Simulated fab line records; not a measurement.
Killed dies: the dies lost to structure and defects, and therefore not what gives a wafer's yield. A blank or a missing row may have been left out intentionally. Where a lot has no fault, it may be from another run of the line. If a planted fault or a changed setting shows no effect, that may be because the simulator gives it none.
Which tool was responsible? | flow sky130 | Sampling: 6 lots, 18 wafers, 3 of 708 route steps

WHAT THE GAUGES SHOWED, per wafer
SKY_METAL5_THK_MEAS_06: measures by xrf.
lot  | measured     | on            | METAL5_ALCU_THK (nm)
L342 | day 43 09:22 | film-metro-02 | 1165 1163 1157
L346 | day 44 12:23 | film-metro-02 | 1179 1169 1170
L351 | day 46 00:08 | film-metro-03 | 1167 1192 1188
L353 | day 47 05:17 | film-metro-03 | 1173 1166 1173
L360 | day 47 19:52 | film-metro-04 | 1179 1195 1184
L362 | day 48 15:11 | film-metro-02 | 1179 1162 1167

WHAT TOOL EACH LOT RAN ON (gives the tool, then ch and the chambers of the sampled wafers, and finally the start)
lot  | SKY_LI_CONTACT_CVD_21         | SKY_VIA4_ETCH_12
L342 | cvd-w-02 ch 0,1, day 29 17:14 | rie-diel-02 ch 0,1,2, day 43 07:43
L346 | cvd-w-02 ch 0,1, day 31 01:07 | rie-diel-02 ch 0,1,2, day 44 10:44
L351 | cvd-w-01 ch 0,1, day 32 21:56 | rie-diel-02 ch 2,3, day 45 22:22
L353 | cvd-w-02 ch 0,1, day 34 14:13 | rie-diel-02 ch 0,1,2, day 47 03:36
L360 | cvd-w-01 ch 0,1, day 35 08:37 | rie-diel-02 ch 0,1,2, day 47 18:10
L362 | cvd-w-01 ch 1, day 36 09:34   | rie-diel-01 ch 0,1,2, day 48 13:21
- SKY_LI_CONTACT_CVD_21: deposits W, target thk 400 nm, time 120.56 s.
- SKY_VIA4_ETCH_12: etches SiO2 in C4F8/O2/Ar, stops on TiN, target depth 580 nm.

THE ANSWER, worked out from the rows above alone
Rule: usual is defined by the lots themselves. Put in order of their means at a reading, lots are off if they are a third of the lots or fewer, leave a main group of 4 or more, and stand apart from it by a gap of 3 or more times the standard deviation of the main group's means; of several such gaps the widest counts. A main group whose means are all the same, to the digits that the tables above print for the reading, isn't used. A lot without any number at a reading at which 4 lots or more have one is off too. All remaining lots with rows at the step are treated as sound.
Nothing can be told from this: no lot is off at any reading shown.

WHAT THE SIMULATOR HAD PUT IN
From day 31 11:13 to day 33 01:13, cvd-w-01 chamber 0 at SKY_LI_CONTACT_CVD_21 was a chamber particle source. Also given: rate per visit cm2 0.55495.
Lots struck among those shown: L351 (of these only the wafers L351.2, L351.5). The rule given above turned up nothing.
